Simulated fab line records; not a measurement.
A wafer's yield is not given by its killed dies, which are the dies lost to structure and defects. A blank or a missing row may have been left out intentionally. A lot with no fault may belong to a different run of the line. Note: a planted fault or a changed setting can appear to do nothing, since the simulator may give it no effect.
A lot that was struck, set against a sound lot    flow gf180mcu    22 out of 602 route steps
Sound: the wafers L215.1, L215.3, L215.5. Struck: wafer L233.3 (L233.1, L233.2, from the same lot, were not struck and are left out); the cause is given at the end.
Each step with rows lists, per side, the tool, then ch with its chambers, then its first start. Under that, the readings that differ: sound wafers    struck wafers    difference of the means    sigmas: that difference in standard deviations of wafers without a fault.
alike: readings whose means differ by less than 2 such deviations, and words and numbers that are the same on both sides. not compared: withheld readings, readings that some wafer has no value for, bounds like >300 that may hide the same value, and numbers for which the record gives no deviation and whose values overlap.
The two part at a step that has a row with sigmas, a row that says differs or no value, or rows on one side only. Numbers that have no deviation but don't overlap get no sigmas and don't part them. A reading missing from all wafers of one side parts the sides only when that side holds two or more wafers.

GF_V1_RS_MEAS_24: the measuring method here is four-point-probe.
  sound: filmMetro-04 at day 18 03:16; struck: filmMetro-03 at day 24 18:46
  alike: V1_W_RS
GF_V1_THK_MEAS_25: measures by xrf.
  sound: filmMetro-04 at day 18 03:23; struck: filmMetro-03 at day 24 18:53
  alike: V1_W_THK
GF_V1_CMP_26: polishes, stops on SiO2, t overpolish 15 s, target thk 0 nm.
  sound on cmp-02 ch 0,2,3, day 18 03:26; struck on cmp-01 ch 3, day 24 18:56
reading             sound                 struck  difference  sigmas
overpolishRunS (s)  15.004 15.018 14.991  15.024  +0.020      +2
  alike: headPressurePsi, motorCurrentA, timeToEndpointS
GF_M2_SPUTTER_00: material Ti, target thk 37.5 nm, time 150 s.
  sound: pvdSputter-03 at day 18 03:44; struck: pvdSputter-04 at day 24 19:14
  alike: throttleValvePct
GF_M2_SPUTTER_01: material TiN, target thk 30 nm, time 25 s.
  sound: pvdSputter-03 at day 18 03:50; struck: pvdSputter-04 at day 24 19:20
  alike: throttleValvePct
GF_M2_SPUTTER_02: material AlCu, target thk 450 nm, time 23.9 s.
  sound: pvdSputter-03 at day 18 03:52; struck: pvdSputter-04 at day 24 19:22
  alike: throttleValvePct
then, 1 step without rows for these wafers: GF_M2_SPUTTER_03 (material Ti, target thk 10 nm, time 6.7 s).
GF_M2_SPUTTER_04: material TiN, target thk 50 nm, time 41.7 s.
  sound: pvdSputter-03 at day 18 03:55; struck: pvdSputter-04 at day 24 19:25
  alike: throttleValvePct
GF_M2_RS_MEAS_05: the measuring method here is four-point-probe.
  sound: filmMetro-01 at day 18 03:58; struck: filmMetro-01 at day 24 19:28
  alike: M2_ALCU_RS
GF_M2_THK_MEAS_06: measures by xrf.
  sound: filmMetro-01 at day 18 04:05; struck: filmMetro-01 at day 24 19:35
  alike: M2_ALCU_THK
then, 2 steps without rows for these wafers: GF_M2_DEHYDRATE_07 (time 60 s); GF_M2_HMDS_08 (prime time 60 s).
GF_M2_COAT_09: resist thk 1000 nm.
  sound on lithoTrack-03 ch 0, day 18 15:32; struck on lithoTrack-03 ch 0, day 25 06:29
reading                             sound              struck  difference  sigmas
model.KrF_of_M2_COAT_09.thkNm (nm)  996.2 997.2 998.9  1104    +107        
then, 4 steps without rows for these wafers: GF_M2_SOFTBAKE_10 (time 60 s); GF_M2_EXPOSE_11 (exposes mask Metal2, target cd 280 nm); GF_M2_PEB_12 (peb time 90 s); GF_M2_DEVELOP_13 (develop time 60 s).
GF_M2_CD_MEAS_14 targets a cd of 280 nm.
  sound: cdSem-02 at day 19 04:05; struck: cdSem-02 at day 25 17:28
reading    sound              struck  difference  sigmas
cdNm (nm)  279.6 279.2 277.6  283.3   +4.5        +3
GF_M2_OVL_MEAS_15:
  sound: overlay-02 at day 19 04:12; struck: overlay-01 at day 25 17:35
  alike: M2_OVL
GF_M2_METAL_ETCH_16: etches the open film in Cl2/BCl3, stops on SiO2, target depth 750.8 nm, time 125.1 s.
  sound on rieMetal-01 ch 0,1, day 19 04:14; struck on rieMetal-02 ch 0, day 25 17:38
reading                             sound              struck  difference  sigmas
model.KrF_of_M2_COAT_09.thkNm (nm)  679.8 685.2 686.7  790.7   +106.8      
  alike: drypumpMotorCurrentA, oesProductAu, throttleValvePct
  not compared: rfHoursCounterH
GF_M2_STRIP_17: strips in O2/N2.
  sound on plasmaAsher-04 ch 0,1, day 19 04:22; struck on plasmaAsher-02 ch 0, day 25 17:46
reading                   sound              struck  difference  sigmas
oesProductAu (a.u.)       0.534 0.546 0.535  0.590   +0.052      +10
stripTimeToEndpointS (s)  7.31 7.39 7.40     8.41    +1.04       +17
  alike: drypumpMotorCurrentA, heaterPowerW
  not compared: rfHoursCounterH
then, 1 step without rows for these wafers: GF_M2_STRIP_18 (strips in post etch residue remover, time 1200 s).

== WHERE THEY PART ==
At GF_V1_CMP_26 first; at GF_M2_STRIP_17 last (within this record only).

WHY: whatever the simulator had introduced
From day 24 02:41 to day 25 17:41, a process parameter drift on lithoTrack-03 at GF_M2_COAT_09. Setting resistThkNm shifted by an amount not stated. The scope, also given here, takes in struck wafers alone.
